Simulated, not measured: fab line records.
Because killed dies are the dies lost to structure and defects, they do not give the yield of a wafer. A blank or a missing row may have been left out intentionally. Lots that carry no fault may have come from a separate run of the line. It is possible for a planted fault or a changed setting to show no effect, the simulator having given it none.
Problem report in the 8D (eight disciplines) form, filled by code	flow gf180mcu	the parts of the form that need people (team, actions taken, sign-off) are left out

## 1. WHAT WENT WRONG
Across 6 wafers from 2 lots, V5_CVD_02_THK at GF_V5_THK_MEAS_03 averages 1253 nm, while fault-free wafers read 1445 nm with a standard deviation of 19. Measured from the usual mean, that is -10 standard deviations.
Earliest sighting: wafer L700.1 on film-metro-04 at day 30 01:40. Wafers with a number at this step in the record: 36, from 12 lots. Rule for "out" (also "out of limits"): further than 4 standard deviations from the usual mean. All remaining wafers that have a number are taken as sound.

## 2. WHAT IT IS, WHAT IT ISN'T
question	is	is not
which readings at this step	V5_CVD_02_THK	-
which lots	L700, L701	L689, L690, L691, L692, L702, L704, L705, L706, L708, L711
which wafers of those lots	all that have a number	-
read on which gauges	film-metro-01, film-metro-04	film-metro-02
when	from day 30 01:40	up to then (12 sound wafers); but 18 sound wafers of L702, L704, L705, L706, L708, L711 came after

## 3. SUSPECTS, AND WHAT RULES EACH OUT
Counting: any tool at a process step up to the reading is kept as a suspect provided that every lot that is out went through it and no sound lot did after the first of them.
- the gauge at GF_V5_THK_MEAS_03 is ruled out. 2 gauges (film-metro-01, film-metro-04) read the wafers that are out.
- pvd-sputter-02 at GF_MIM_SPUTTER_01 (material TiN, target thk 30 nm, time 25 s): kept. It ran every lot that is out, first L700 (day 28 10:07), and no sound lot after that.
- pecvd-03 at GF_V5_CVD_02 (deposits SiO2 from TEOS, target thk 1450 nm, time 163.28 s): kept. It ran every lot that is out, first L700 (day 30 01:34), and no sound lot after that; its last sound lot up to then is L691 (day 27 00:28). On those wafers its own readings are out: rf-fwd-power-W.
After counting, pvd-sputter-02 at GF_MIM_SPUTTER_01 and pecvd-03 at GF_V5_CVD_02 remain.

## 4. THE CAUSE (what the simulator had put in)
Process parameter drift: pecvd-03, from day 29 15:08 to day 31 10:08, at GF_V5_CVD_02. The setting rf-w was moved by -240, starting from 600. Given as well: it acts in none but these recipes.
Counting left 2 suspects, and this tool is among them.

## 5. THE CHAIN OF EFFECTS, in route order
One row per reading whose mean, taken over the struck wafers that have a number, lies over 3 standard deviations from the usual. Only readings for which the record gives a usual standard deviation are gone through. hours: the time from each lot's start at the first step in this table that gives one to its start at this step, as a median over the lots. sigmas: the change in usual standard deviations.
hours	step	reading	usual	on struck wafers	change	sigmas
0	GF_V5_CVD_02	rf-fwd-power-W	597.5 W	356.9	-240.6	-99 or more
0	GF_V5_THK_MEAS_03	V5_CVD_02_THK	1445 nm	1253	-192	-10
The process steps in it:
- GF_V5_CVD_02: deposits SiO2 from TEOS, target thk 1450 nm, time 163.28 s.

## 6. HOW IT WOULD HAVE BEEN CAUGHT EARLIER
The first out-of-limits reading at a measuring or inspecting step in this record came at day 30 01:40, 11 hours after the fault's start at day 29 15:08.
The tool's own readings at GF_V5_CVD_02 were out on every struck wafer that the step has a row for (rf-fwd-power-W): an alarm limit on them would have fired on the first of those.
L701, from the lots that are out (2), started GF_V5_CVD_02 on pecvd-03 later than day 30 01:40. Holding the tool at that time would have saved it.
